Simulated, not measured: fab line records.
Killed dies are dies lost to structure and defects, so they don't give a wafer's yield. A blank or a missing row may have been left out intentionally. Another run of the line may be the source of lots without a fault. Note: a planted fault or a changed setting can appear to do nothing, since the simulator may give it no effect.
fab line records / flow gf180mcu
[record] lots = 14 wafers = 42 lastDay = 34
route steps=602 shown V1@350 M2@374 V2@399 M3@411
lots that met no fault: from a run of the same line without faults
startH: hours from the record's opening day to when the first of the lot's shown wafers began / waitH: hours elapsed since this lot's preceding step / " identical to the entry in the row above / L1.1+2: a row that stands for several wafers / - no value, or no start given / * or withheld: withheld / < > ~ a bound
route shown NAME@n: names a module that has steps shown in the file, with the first one's number in the route / usual: mean/standard deviation taken from wafers without a fault / same: alike in all rows / chamber/n: place in a boat / sites: readings site by site / _std_site: the values' standard deviation / _edge_site: inner sites' mean taken away from outer sites' mean / radiusMm: for every site, how far away it sits from the centre of the wafer / mask NAME#n: copy n / behind: tool/chamber where the wafer was last shaped / hold: why the lot went on hold/how many hours it stayed there/how the hold came to an end / device: whichever transistor did not switch (one of n, p or np) / end of line: at the end of the route, the tests of the same wafers / for a step that has no rows: nothing shown but its recipe / killed: not the wafer's yield, but the dies lost to structure and defects at the first sort / map: dies across one wafer; x = killed, . = not, _ = none there
set.NAME: the setting as run; set.NAME@STEP: as run at that earlier step / model.NAME: the simulator's own value behind a step, which no gauge read
route steps across a sampled set of lots; one table per step, one row per wafer
services: the hour from which a tool's chamber was out of use, counted from the record's first day as startH (under 0 if before that day), plus the number of hours and why
[[steps]]
[step GF_V1_OVL_MEAS_15]
[usual] V1_OVL = 0/6.2
lot.wafer=L127.1 tool=overlay-01 chamber=- startH=410.39 waitH=0.1 V1_OVL[nm]=-1
lot.wafer=L127.2 tool=overlay-01 chamber=- startH=410.39 waitH=0.1 V1_OVL[nm]=6
lot.wafer=L127.3 tool=overlay-01 chamber=- startH=410.39 waitH=0.1 V1_OVL[nm]=-3
lot.wafer=L130.1 tool=overlay-01 chamber=- startH=434.39 waitH=0.1 V1_OVL[nm]=-7
lot.wafer=L130.3 tool=overlay-01 chamber=- startH=434.39 waitH=0.1 V1_OVL[nm]=-9
lot.wafer=L130.6 tool=overlay-01 chamber=- startH=434.39 waitH=0.1 V1_OVL[nm]=-9
lot.wafer=L132.1 tool=overlay-02 chamber=- startH=461.08 waitH=0.1 V1_OVL[nm]=-10
lot.wafer=L132.3 tool=overlay-02 chamber=- startH=461.08 waitH=0.1 V1_OVL[nm]=-17
lot.wafer=L132.6 tool=overlay-02 chamber=- startH=461.08 waitH=0.1 V1_OVL[nm]=-6
lot.wafer=L135.3 tool=overlay-01 chamber=- startH=488.05 waitH=0.1 V1_OVL[nm]=4
lot.wafer=L135.4 tool=overlay-01 chamber=- startH=488.05 waitH=0.1 V1_OVL[nm]=6
lot.wafer=L135.5 tool=overlay-01 chamber=- startH=488.05 waitH=0.1 V1_OVL[nm]=12
lot.wafer=L137.2 tool=overlay-01 chamber=- startH=508.19 waitH=0.1 V1_OVL[nm]=-4
lot.wafer=L137.3 tool=overlay-01 chamber=- startH=508.19 waitH=0.1 V1_OVL[nm]=-6
lot.wafer=L137.5 tool=overlay-01 chamber=- startH=508.19 waitH=0.1 V1_OVL[nm]=6
lot.wafer=L138.1 tool=overlay-01 chamber=- startH=514.87 waitH=0.1 V1_OVL[nm]=2
lot.wafer=L138.2 tool=overlay-01 chamber=- startH=514.87 waitH=0.1 V1_OVL[nm]=4
lot.wafer=L138.5 tool=overlay-01 chamber=- startH=514.87 waitH=0.1 V1_OVL[nm]=2
lot.wafer=L139.3 tool=overlay-01 chamber=- startH=523.59 waitH=0.1 V1_OVL[nm]=0
lot.wafer=L139.4 tool=overlay-01 chamber=- startH=523.59 waitH=0.1 V1_OVL[nm]=-6
lot.wafer=L139.6 tool=overlay-01 chamber=- startH=523.59 waitH=0.1 V1_OVL[nm]=-8
lot.wafer=L140.1 tool=overlay-02 chamber=- startH=531.52 waitH=0.1 V1_OVL[nm]=3
lot.wafer=L140.3 tool=overlay-02 chamber=- startH=531.52 waitH=0.1 V1_OVL[nm]=6
lot.wafer=L140.4 tool=overlay-02 chamber=- startH=531.52 waitH=0.1 V1_OVL[nm]=-2
lot.wafer=L143.1 tool=overlay-02 chamber=- startH=551.44 waitH=0.1 V1_OVL[nm]=8
lot.wafer=L143.3 tool=overlay-02 chamber=- startH=551.44 waitH=0.1 V1_OVL[nm]=4
lot.wafer=L143.4 tool=overlay-02 chamber=- startH=551.44 waitH=0.1 V1_OVL[nm]=-5
lot.wafer=L146.3 tool=overlay-01 chamber=- startH=576.60 waitH=0.1 V1_OVL[nm]=-6
lot.wafer=L146.4 tool=overlay-01 chamber=- startH=576.60 waitH=0.1 V1_OVL[nm]=3
lot.wafer=L146.5 tool=overlay-01 chamber=- startH=576.60 waitH=0.1 V1_OVL[nm]=-8
lot.wafer=L147.2 tool=overlay-01 chamber=- startH=585.83 waitH=0.1 V1_OVL[nm]=3
lot.wafer=L147.3 tool=overlay-01 chamber=- startH=585.83 waitH=0.1 V1_OVL[nm]=-3
lot.wafer=L147.4 tool=overlay-01 chamber=- startH=585.83 waitH=0.1 V1_OVL[nm]=10
lot.wafer=L148.1 tool=overlay-01 chamber=- startH=586.17 waitH=0.1 V1_OVL[nm]=-1
lot.wafer=L148.2 tool=overlay-01 chamber=- startH=586.17 waitH=0.1 V1_OVL[nm]=10
lot.wafer=L148.3 tool=overlay-01 chamber=- startH=586.17 waitH=0.1 V1_OVL[nm]=3
lot.wafer=L149.1 tool=overlay-02 chamber=- startH=592.84 waitH=0.1 V1_OVL[nm]=-4
lot.wafer=L149.4 tool=overlay-02 chamber=- startH=592.84 waitH=0.1 V1_OVL[nm]=0
lot.wafer=L149.6 tool=overlay-02 chamber=- startH=592.84 waitH=0.1 V1_OVL[nm]=4
lot.wafer=L150.2 tool=overlay-02 chamber=- startH=603.04 waitH=0.1 V1_OVL[nm]=-1
lot.wafer=L150.4 tool=overlay-02 chamber=- startH=603.04 waitH=0.1 V1_OVL[nm]=1
lot.wafer=L150.5 tool=overlay-02 chamber=- startH=603.04 waitH=0.1 V1_OVL[nm]=3
[step GF_M2_PEB_12]
[recipe] pebTempC = 135 pebTimeS = 90 resist = KrF
[usual] chillPlateTempC = 22.99/0.099 exhaustPa = 45.0/0.84 plateTempC = 135.00/0.14
lot.wafer=L127.1 tool=lithoTrack-03 chamber=0 startH=435.17 waitH=- chillPlateTempC=22.98 exhaustPa=44.6 plateTempC=135.02
lot.wafer=L127.2 tool=lithoTrack-03 chamber=0 startH=435.17 waitH=- chillPlateTempC=23.09 exhaustPa=43.9 plateTempC=135.17
lot.wafer=L127.3 tool=lithoTrack-03 chamber=0 startH=435.17 waitH=- chillPlateTempC=23.19 exhaustPa=44.8 plateTempC=134.85
lot.wafer=L130.1 tool=lithoTrack-01 chamber=0 startH=460.21 waitH=- chillPlateTempC=22.93 exhaustPa=45.6 plateTempC=135.25
lot.wafer=L130.3 tool=lithoTrack-01 chamber=0 startH=460.21 waitH=- chillPlateTempC=23.02 exhaustPa=45.8 plateTempC=134.98
lot.wafer=L130.6 tool=lithoTrack-01 chamber=0 startH=460.21 waitH=- chillPlateTempC=23.03 exhaustPa=44.8 plateTempC=135.19
lot.wafer=L132.1 tool=lithoTrack-02 chamber=0 startH=486.07 waitH=- chillPlateTempC=22.98 exhaustPa=45.3 plateTempC=135.05
lot.wafer=L132.3 tool=lithoTrack-02 chamber=0 startH=486.07 waitH=- chillPlateTempC=23.03 exhaustPa=45.6 plateTempC=134.80
lot.wafer=L132.6 tool=lithoTrack-02 chamber=0 startH=486.07 waitH=- chillPlateTempC=23.08 exhaustPa=46.0 plateTempC=134.85
lot.wafer=L135.3 tool=lithoTrack-01 chamber=0 startH=513.62 waitH=- chillPlateTempC=22.97 exhaustPa=44.6 plateTempC=134.61
lot.wafer=L135.4 tool=lithoTrack-01 chamber=0 startH=513.62 waitH=- chillPlateTempC=22.88 exhaustPa=43.8 plateTempC=134.84
lot.wafer=L135.5 tool=lithoTrack-01 chamber=0 startH=513.62 waitH=- chillPlateTempC=23.07 exhaustPa=43.5 plateTempC=134.88
lot.wafer=L137.2 tool=lithoTrack-02 chamber=0 startH=532.05 waitH=- chillPlateTempC=23.00 exhaustPa=44.8 plateTempC=135.31
lot.wafer=L137.3 tool=lithoTrack-02 chamber=0 startH=532.05 waitH=- chillPlateTempC=22.80 exhaustPa=45.4 plateTempC=135.09
lot.wafer=L137.5 tool=lithoTrack-02 chamber=0 startH=532.05 waitH=- chillPlateTempC=22.99 exhaustPa=45.5 plateTempC=135.05
lot.wafer=L138.1 tool=lithoTrack-02 chamber=0 startH=539.57 waitH=- chillPlateTempC=22.92 exhaustPa=45.0 plateTempC=135.00
lot.wafer=L138.2 tool=lithoTrack-02 chamber=0 startH=539.57 waitH=- chillPlateTempC=22.81 exhaustPa=44.4 plateTempC=135.18
lot.wafer=L138.5 tool=lithoTrack-02 chamber=0 startH=539.57 waitH=- chillPlateTempC=23.05 exhaustPa=45.5 plateTempC=135.10
lot.wafer=L139.3 tool=lithoTrack-02 chamber=- startH=547.83 waitH=- chillPlateTempC=- exhaustPa=- plateTempC=-
lot.wafer=L139.4 tool=lithoTrack-02 chamber=- startH=547.83 waitH=- chillPlateTempC=- exhaustPa=- plateTempC=-
lot.wafer=L139.6 tool=lithoTrack-02 chamber=- startH=547.83 waitH=- chillPlateTempC=- exhaustPa=- plateTempC=-
lot.wafer=L140.1 tool=lithoTrack-03 chamber=- startH=555.07 waitH=- chillPlateTempC=- exhaustPa=- plateTempC=-
lot.wafer=L140.3 tool=lithoTrack-03 chamber=- startH=555.07 waitH=- chillPlateTempC=- exhaustPa=- plateTempC=-
lot.wafer=L140.4 tool=lithoTrack-03 chamber=- startH=555.07 waitH=- chillPlateTempC=- exhaustPa=- plateTempC=-
lot.wafer=L143.1 tool=lithoTrack-01 chamber=0 startH=574.36 waitH=- chillPlateTempC=22.96 exhaustPa=45.9 plateTempC=135.12
lot.wafer=L143.3 tool=lithoTrack-01 chamber=0 startH=574.36 waitH=- chillPlateTempC=22.92 exhaustPa=44.7 plateTempC=134.99
lot.wafer=L143.4 tool=lithoTrack-01 chamber=0 startH=574.36 waitH=- chillPlateTempC=22.91 exhaustPa=44.7 plateTempC=134.96
lot.wafer=L146.3 tool=lithoTrack-03 chamber=0 startH=598.78 waitH=- chillPlateTempC=22.91 exhaustPa=43.0 plateTempC=134.75
lot.wafer=L146.4 tool=lithoTrack-03 chamber=0 startH=598.78 waitH=- chillPlateTempC=23.24 exhaustPa=45.0 plateTempC=134.75
lot.wafer=L146.5 tool=lithoTrack-03 chamber=0 startH=598.78 waitH=- chillPlateTempC=23.05 exhaustPa=44.1 plateTempC=134.70
lot.wafer=L147.2 tool=lithoTrack-01 chamber=0 startH=608.04 waitH=- chillPlateTempC=22.97 exhaustPa=44.6 plateTempC=135.00
lot.wafer=L147.3 tool=lithoTrack-01 chamber=0 startH=608.04 waitH=- chillPlateTempC=23.01 exhaustPa=46.7 plateTempC=135.01
lot.wafer=L147.4 tool=lithoTrack-01 chamber=0 startH=608.04 waitH=- chillPlateTempC=23.04 exhaustPa=45.9 plateTempC=135.05
lot.wafer=L148.1 tool=lithoTrack-01 chamber=0 startH=608.36 waitH=- chillPlateTempC=22.98 exhaustPa=44.8 plateTempC=135.06
lot.wafer=L148.2 tool=lithoTrack-01 chamber=0 startH=608.36 waitH=- chillPlateTempC=22.94 exhaustPa=43.9 plateTempC=135.20
lot.wafer=L148.3 tool=lithoTrack-01 chamber=0 startH=608.36 waitH=- chillPlateTempC=22.96 exhaustPa=44.8 plateTempC=135.07
lot.wafer=L149.1 tool=lithoTrack-01 chamber=0 startH=615.36 waitH=- chillPlateTempC=22.99 exhaustPa=44.7 plateTempC=134.89
lot.wafer=L149.4 tool=lithoTrack-01 chamber=0 startH=615.36 waitH=- chillPlateTempC=23.02 exhaustPa=43.4 plateTempC=134.86
lot.wafer=L149.6 tool=lithoTrack-01 chamber=0 startH=615.36 waitH=- chillPlateTempC=23.13 exhaustPa=44.9 plateTempC=134.83
lot.wafer=L150.2 tool=lithoTrack-01 chamber=0 startH=625.34 waitH=- chillPlateTempC=22.82 exhaustPa=46.1 plateTempC=135.20
lot.wafer=L150.4 tool=lithoTrack-01 chamber=0 startH=625.34 waitH=- chillPlateTempC=22.86 exhaustPa=44.1 plateTempC=135.12
lot.wafer=L150.5 tool=lithoTrack-01 chamber=0 startH=625.34 waitH=- chillPlateTempC=22.66 exhaustPa=44.4 plateTempC=135.04
[step GF_V2_ETCH_17]
[recipe] chemistry = C4F8/O2/Ar maskMaterial = KrF target = SiO2 stopOn = TiN sourceW = 1500 biasW = 1200 pressureMtorr = 40 c4f8FlowSccm = withheld O2_flow_sccm = 6 Ar_flow_sccm = 300 timeS = withheld targetDepthA = 6300
[usual] oesProductAu = 0.856/0.0043
lot.wafer=L127.1 tool=rieDiel-01 chamber=0 startH=- waitH=- oesProductAu=0.860
lot.wafer=L127.2 tool=rieDiel-01 chamber=3 startH=- waitH=- oesProductAu=0.859
lot.wafer=L127.3 tool=rieDiel-01 chamber=2 startH=- waitH=- oesProductAu=0.859
lot.wafer=L130.1 tool=rieDiel-01 chamber=3 startH=- waitH=- oesProductAu=0.853
lot.wafer=L130.3 tool=rieDiel-01 chamber=1 startH=- waitH=- oesProductAu=0.851
lot.wafer=L130.6 tool=rieDiel-01 chamber=0 startH=- waitH=- oesProductAu=0.859
lot.wafer=L132.1 tool=rieDiel-02 chamber=0 startH=- waitH=- oesProductAu=0.848
lot.wafer=L132.3 tool=rieDiel-02 chamber=3 startH=- waitH=- oesProductAu=0.854
lot.wafer=L132.6 tool=rieDiel-02 chamber=0 startH=- waitH=- oesProductAu=0.853
lot.wafer=L135.3 tool=rieDiel-02 chamber=3 startH=- waitH=- oesProductAu=0.861
lot.wafer=L135.4 tool=rieDiel-02 chamber=3 startH=- waitH=- oesProductAu=0.858
lot.wafer=L135.5 tool=rieDiel-02 chamber=1 startH=- waitH=- oesProductAu=0.862
lot.wafer=L137.2 tool=rieDiel-02 chamber=0 startH=- waitH=- oesProductAu=0.858
lot.wafer=L137.3 tool=rieDiel-02 chamber=3 startH=- waitH=- oesProductAu=0.861
lot.wafer=L137.5 tool=rieDiel-02 chamber=3 startH=- waitH=- oesProductAu=0.858
lot.wafer=L138.1 tool=rieDiel-03 chamber=0 startH=- waitH=- oesProductAu=0.866
lot.wafer=L138.2 tool=rieDiel-03 chamber=2 startH=- waitH=- oesProductAu=0.856
lot.wafer=L138.5 tool=rieDiel-03 chamber=2 startH=- waitH=- oesProductAu=0.863
lot.wafer=L143.1 tool=rieDiel-03 chamber=1 startH=- waitH=- oesProductAu=0.859
lot.wafer=L143.3 tool=rieDiel-03 chamber=3 startH=- waitH=- oesProductAu=0.859
lot.wafer=L143.4 tool=rieDiel-03 chamber=0 startH=- waitH=- oesProductAu=0.852
lot.wafer=L146.3 tool=rieDiel-01 chamber=2 startH=- waitH=- oesProductAu=0.852
lot.wafer=L146.4 tool=rieDiel-01 chamber=1 startH=- waitH=- oesProductAu=0.851
lot.wafer=L146.5 tool=rieDiel-01 chamber=2 startH=- waitH=- oesProductAu=0.853
lot.wafer=L147.2 tool=rieDiel-02 chamber=2 startH=- waitH=- oesProductAu=0.851
lot.wafer=L147.3 tool=rieDiel-02 chamber=0 startH=- waitH=- oesProductAu=0.859
lot.wafer=L147.4 tool=rieDiel-02 chamber=1 startH=- waitH=- oesProductAu=0.855
lot.wafer=L148.1 tool=rieDiel-03 chamber=2 startH=- waitH=- oesProductAu=0.850
lot.wafer=L148.2 tool=rieDiel-03 chamber=0 startH=- waitH=- oesProductAu=0.860
lot.wafer=L148.3 tool=rieDiel-03 chamber=1 startH=- waitH=- oesProductAu=0.856
lot.wafer=L149.1 tool=rieDiel-03 chamber=2 startH=- waitH=- oesProductAu=0.857
lot.wafer=L149.4 tool=rieDiel-03 chamber=0 startH=- waitH=- oesProductAu=0.853
lot.wafer=L149.6 tool=rieDiel-03 chamber=0 startH=- waitH=- oesProductAu=0.860
lot.wafer=L150.2 tool=rieDiel-02 chamber=3 startH=- waitH=- oesProductAu=0.861
lot.wafer=L150.4 tool=rieDiel-02 chamber=0 startH=- waitH=- oesProductAu=0.856
lot.wafer=L150.5 tool=rieDiel-02 chamber=1 startH=- waitH=- oesProductAu=0.852
[step GF_M3_SPUTTER_02]
[recipe] material = AlCu targetThkNm = 450 powerW = 10600 timeS = 23.9 chamberPressurePa = 0.4
[usual] throttleValvePct = 29.7/0.62
lot.wafer=L127.1 tool=pvdSputter-04 chamber=- startH=462.72 waitH=0.0 throttleValvePct=29.2
lot.wafer=L127.2 tool=pvdSputter-04 chamber=- startH=462.72 waitH=0.0 throttleValvePct=29.4
lot.wafer=L127.3 tool=pvdSputter-04 chamber=- startH=462.72 waitH=0.0 throttleValvePct=29.2
lot.wafer=L130.1 tool=pvdSputter-01 chamber=- startH=487.36 waitH=0.0 throttleValvePct=29.5
lot.wafer=L130.3 tool=pvdSputter-01 chamber=- startH=487.36 waitH=0.0 throttleValvePct=29.5
lot.wafer=L130.6 tool=pvdSputter-01 chamber=- startH=487.36 waitH=0.0 throttleValvePct=29.5
lot.wafer=L132.1 tool=pvdSputter-03 chamber=- startH=513.05 waitH=0.0 throttleValvePct=29.8
lot.wafer=L132.3 tool=pvdSputter-03 chamber=- startH=513.05 waitH=0.0 throttleValvePct=30.9
lot.wafer=L132.6 tool=pvdSputter-03 chamber=- startH=513.05 waitH=0.0 throttleValvePct=30.4
lot.wafer=L135.3 tool=pvdSputter-03 chamber=- startH=540.10 waitH=0.0 throttleValvePct=29.2
lot.wafer=L135.4 tool=pvdSputter-03 chamber=- startH=540.10 waitH=0.0 throttleValvePct=30.5
lot.wafer=L135.5 tool=pvdSputter-03 chamber=- startH=540.10 waitH=0.0 throttleValvePct=30.6
lot.wafer=L137.2 tool=pvdSputter-01 chamber=- startH=557.74 waitH=0.0 throttleValvePct=29.1
lot.wafer=L137.3 tool=pvdSputter-01 chamber=- startH=557.74 waitH=0.0 throttleValvePct=29.4
lot.wafer=L137.5 tool=pvdSputter-01 chamber=- startH=557.74 waitH=0.0 throttleValvePct=30.5
lot.wafer=L138.1 tool=pvdSputter-03 chamber=- startH=564.75 waitH=0.0 throttleValvePct=30.1
lot.wafer=L138.2 tool=pvdSputter-03 chamber=- startH=564.75 waitH=0.0 throttleValvePct=30.4
lot.wafer=L138.5 tool=pvdSputter-03 chamber=- startH=564.75 waitH=0.0 throttleValvePct=29.6
lot.wafer=L143.1 tool=pvdSputter-04 chamber=- startH=598.51 waitH=0.0 throttleValvePct=29.6
lot.wafer=L143.3 tool=pvdSputter-04 chamber=- startH=598.51 waitH=0.0 throttleValvePct=30.8
lot.wafer=L143.4 tool=pvdSputter-04 chamber=- startH=598.51 waitH=0.0 throttleValvePct=29.3
lot.wafer=L146.3 tool=pvdSputter-03 chamber=- startH=623.11 waitH=0.0 throttleValvePct=29.5
lot.wafer=L146.4 tool=pvdSputter-03 chamber=- startH=623.11 waitH=0.0 throttleValvePct=30.7
lot.wafer=L146.5 tool=pvdSputter-03 chamber=- startH=623.11 waitH=0.0 throttleValvePct=30.5
lot.wafer=L147.2 tool=pvdSputter-03 chamber=- startH=632.05 waitH=0.0 throttleValvePct=29.2
lot.wafer=L147.3 tool=pvdSputter-03 chamber=- startH=632.05 waitH=0.0 throttleValvePct=30.1
lot.wafer=L147.4 tool=pvdSputter-03 chamber=- startH=632.05 waitH=0.0 throttleValvePct=29.9
lot.wafer=L148.1 tool=pvdSputter-01 chamber=- startH=632.65 waitH=0.0 throttleValvePct=29.3
lot.wafer=L148.2 tool=pvdSputter-01 chamber=- startH=632.65 waitH=0.0 throttleValvePct=28.7
lot.wafer=L148.3 tool=pvdSputter-01 chamber=- startH=632.65 waitH=0.0 throttleValvePct=29.5
lot.wafer=L149.1 tool=pvdSputter-03 chamber=- startH=639.66 waitH=0.0 throttleValvePct=29.1
lot.wafer=L149.4 tool=pvdSputter-03 chamber=- startH=639.66 waitH=0.0 throttleValvePct=30.8
lot.wafer=L149.6 tool=pvdSputter-03 chamber=- startH=639.66 waitH=0.0 throttleValvePct=30.1
lot.wafer=L150.2 tool=pvdSputter-01 chamber=- startH=648.99 waitH=0.0 throttleValvePct=29.0
lot.wafer=L150.4 tool=pvdSputter-01 chamber=- startH=648.99 waitH=0.0 throttleValvePct=29.2
lot.wafer=L150.5 tool=pvdSputter-01 chamber=- startH=648.99 waitH=0.0 throttleValvePct=29.4
[[services]]
tool=rieDiel-02 chamber=2 startH=419.37 hours=6.0 kind=repair
tool=rieDiel-03 chamber=2 startH=448.49 hours=16.6 kind=repair
tool=rieDiel-02 chamber=1 startH=451.44 hours=7.8 kind=repair
tool=rieDiel-03 chamber=1 startH=458.55 hours=11.0 kind=repair
tool=rieDiel-03 chamber=2 startH=471.14 hours=2.2 kind=repair
tool=rieDiel-02 chamber=0 startH=483.47 hours=- kind=clean
tool=rieDiel-02 chamber=0 startH=483.47 hours=18.8 kind=scheduledDown
tool=rieDiel-02 chamber=0 startH=483.47 hours=18.8 kind=ventCycle
tool=pvdSputter-04 chamber=- startH=492.15 hours=1.2 kind=repair
tool=rieDiel-02 chamber=- startH=495.57 hours=0.7 kind=repair
tool=rieDiel-01 chamber=3 startH=499.86 hours=5.6 kind=repair
tool=rieDiel-01 chamber=2 startH=504.89 hours=3.4 kind=repair
tool=rieDiel-02 chamber=0 startH=510.35 hours=1.2 kind=repair
tool=rieDiel-02 chamber=2 startH=528.95 hours=28.4 kind=repair
tool=rieDiel-02 chamber=2 startH=557.65 hours=5.4 kind=repair
tool=rieDiel-01 chamber=1 startH=569.79 hours=3.6 kind=repair
tool=rieDiel-01 chamber=2 startH=584.55 hours=4.8 kind=repair
tool=pvdSputter-01 chamber=- startH=588.96 hours=2.7 kind=repair
tool=pvdSputter-04 chamber=- startH=599.64 hours=5.3 kind=repair
tool=pvdSputter-03 chamber=- startH=607.90 hours=12.7 kind=repair
tool=pvdSputter-04 chamber=- startH=625.41 hours=6.4 kind=repair
tool=pvdSputter-04 chamber=- startH=637.66 hours=4.2 kind=repair
tool=rieDiel-01 chamber=- startH=642.15 hours=0.3 kind=repair
tool=rieDiel-03 chamber=3 startH=642.56 hours=3.9 kind=repair
[[key]]
[firstSign] step = GF_M2_PEB_12 reading = toolRecord direction = missing
effect none on later readings
metAt GF_M2_PEB_12
struckLots L139,L140
laterRowsLeftOut L139.3,L139.4,L139.6,L140.1,L140.3,L140.4
sortLeftOut L139.3,L139.4,L139.6,L140.1,L140.3,L140.4
notActingAt GF_V1_OVL_MEAS_15,GF_V2_ETCH_17,GF_M3_SPUTTER_02
onsetBetween 539.57 547.83
[fault] kind = skippedStepWhole tool = lithoTrack-02,lithoTrack-03 chamber = - onsetH = 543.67 steps = GF_M2_PEB_12 scope = struckLotsOnly
// sortLeftOut: the simulated sort isn't trusted on such a fault, so these wafers' sort isn't shown, and their yield isn't known
// laterRowsLeftOut: the simulator's readings of these wafers behind a module that went badly wrong aren't trusted and aren't shown, but for the sort
